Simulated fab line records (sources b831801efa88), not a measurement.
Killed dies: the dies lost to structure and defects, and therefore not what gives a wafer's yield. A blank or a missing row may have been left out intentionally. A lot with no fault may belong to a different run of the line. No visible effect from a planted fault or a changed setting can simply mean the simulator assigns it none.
Which tool was responsible? ; flow sky130 ; route of 708 steps, sampled at 1 step: 6 lots, 18 wafers

WHAT THE GAUGES SHOWED, per wafer
SKY_METAL2_CD_MEAS_15: target cd 140 nm.
lot;measured;on;cd nm (nm)
L262;day 35 17:51;cd sem-02;140.3 139.8 140.3
L265;day 37 02:51;cd sem-02;140.5 139.1 139.3
L266;day 37 15:07;cd sem-02;140.0 139.1 139.0
L274;day 39 15:01;cd sem-02;142.7 142.9 142.1
L280;day 41 13:41;cd sem-01;140.4 140.5 141.4
L283;day 42 01:58;cd sem-01;137.5 139.4 138.1

WHICH TOOL RAN EACH LOT (tool, then ch and the chambers of the sampled wafers, then the start)
Record: no process step prior to these readings.

THE ANSWER, worked out from the rows above alone
Rule: the lots themselves supply what counts as usual. The widest of any qualifying gaps counts: lots, ordered by their means at a reading, are off when they make up no more than a third of the lots, leave a main group of 4 or more, and stand apart from it by 3 or more times the standard deviation of that group's means. Not used: any main group whose means are identical at the precision the tables above print for the reading. Also off: a lot with no number at a reading for which 4 or more lots have one. All remaining lots with rows at the step are treated as sound.
Across all readings shown, no lot is off: no conclusion can be drawn from this.

WHAT THE SIMULATOR PUT IN
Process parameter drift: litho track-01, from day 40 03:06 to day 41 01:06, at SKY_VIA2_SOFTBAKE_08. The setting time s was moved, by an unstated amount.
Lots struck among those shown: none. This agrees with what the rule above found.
